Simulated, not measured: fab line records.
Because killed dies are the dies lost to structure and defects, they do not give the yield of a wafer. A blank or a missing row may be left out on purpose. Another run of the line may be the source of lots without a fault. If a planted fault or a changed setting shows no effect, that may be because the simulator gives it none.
Problem report in the 8D (eight disciplines) form, filled by code || flow sky130 || the parts of the form that need people (team, actions taken, sign-off) are left out

## 1. THE ISSUE
At SKY_POLY_GATE_IMPLANT_02, end station pressure torr averages 3.8e-05 Torr over 6 wafers from 2 lots, while fault-free wafers read 1.1e-05 Torr, standard deviation 5.6e-07. Relative to the usual mean, that is a shift of +48 standard deviations.
Earliest sighting: wafer L836.3 on implanter-04 at day 16 15:06. The record has a number at this step for 36 wafers belonging to 12 lots. Rule for "out" (also "out of limits"): further than 4 standard deviations from the usual mean. The other wafers with a number count as sound.

## 2. WHAT IT IS, AND WHAT IT ISN'T
{"question": "which readings at this step", "is": "end station pressure torr", "is not": "-"}
{"question": "which lots", "is": "L836, L837", "is not": "L835, L845, L847, L848, L850, L851, L852, L853, L854, L855"}
{"question": "which wafers of those lots", "is": "all that have a number", "is not": "-"}
{"question": "read on which tools", "is": "implanter-04", "is not": "implanter-01, implanter-02"}
{"question": "when", "is": "from day 16 15:06", "is not": "up to then (3 sound wafers); but 27 sound wafers of L845, L847, L848, L850, L851, L852, L853, L854, L855 came after"}

## 3. THE SUSPECTS, EACH WITH WHAT RULES IT OUT
Counting: a tool at a process step up to the reading stays a suspect if it ran every lot that is out and no sound lot after the first of them.
- implanter-04 at SKY_POLY_GATE_IMPLANT_02: ruled out as a lasting fault. Following L836 (day 16 15:06), the first lot on it that is out, the sound lots L850, L852, L853, L854, L855 were run on it.
Left after counting: nothing in the record.

## 4. THE CAUSE (what the simulator had put in)
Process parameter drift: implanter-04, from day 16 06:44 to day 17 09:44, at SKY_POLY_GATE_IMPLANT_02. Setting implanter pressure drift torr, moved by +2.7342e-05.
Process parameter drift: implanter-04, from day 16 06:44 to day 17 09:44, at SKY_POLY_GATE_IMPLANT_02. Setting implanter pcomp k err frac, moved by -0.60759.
Counting ruled it out, wrongly.

## 5. THE CHAIN OF EFFECTS, in route order
Each row: a reading whose mean over the struck wafers that have a number lies more than 3 standard deviations from the usual. Only readings for which the record gives a usual standard deviation are gone through. hours: the time from each lot's start at the first step in this table that gives one to its start at this step, as a median over the lots. sigmas: the change in usual standard deviations.
{"hours": 0, "step": "SKY_POLY_GATE_IMPLANT_02", "reading": "beam on s", "usual": "34.8 s", "on struck wafers": 37.5, "change": "+2.7", "sigmas": "+3.5"}
{"hours": 0, "step": "SKY_POLY_GATE_IMPLANT_02", "reading": "end station pressure torr", "usual": "1.1e-05 Torr", "on struck wafers": 3.8e-05, "change": "+2.7e-05", "sigmas": "+48"}
{"hours": 0, "step": "SKY_POLY_GATE_IMPLANT_02", "reading": "faraday current uA", "usual": 12182, "on struck wafers": 11192, "change": -990, "sigmas": -3.8}
{"hours": 0, "step": "SKY_RES_PROTECT_STRIP_07", "reading": "strip time to endpoint s", "usual": "23.29 s", "on struck wafers": 23.56, "change": "+0.27", "sigmas": "+6.5"}
The process steps in it:
- SKY_POLY_GATE_IMPLANT_02
- SKY_RES_PROTECT_STRIP_07: strips in O2/N2.
At these later measuring or inspecting steps, every struck wafer for which the step has a row has a number for every such reading, and none has moved that far: SKY_VIA1_THK_MEAS_23.

## 6. HOW IT WOULD HAVE BEEN CAUGHT EARLIER
The fault began at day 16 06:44; the first out-of-limits reading in this record came at day 16 15:06, 8 hours later.
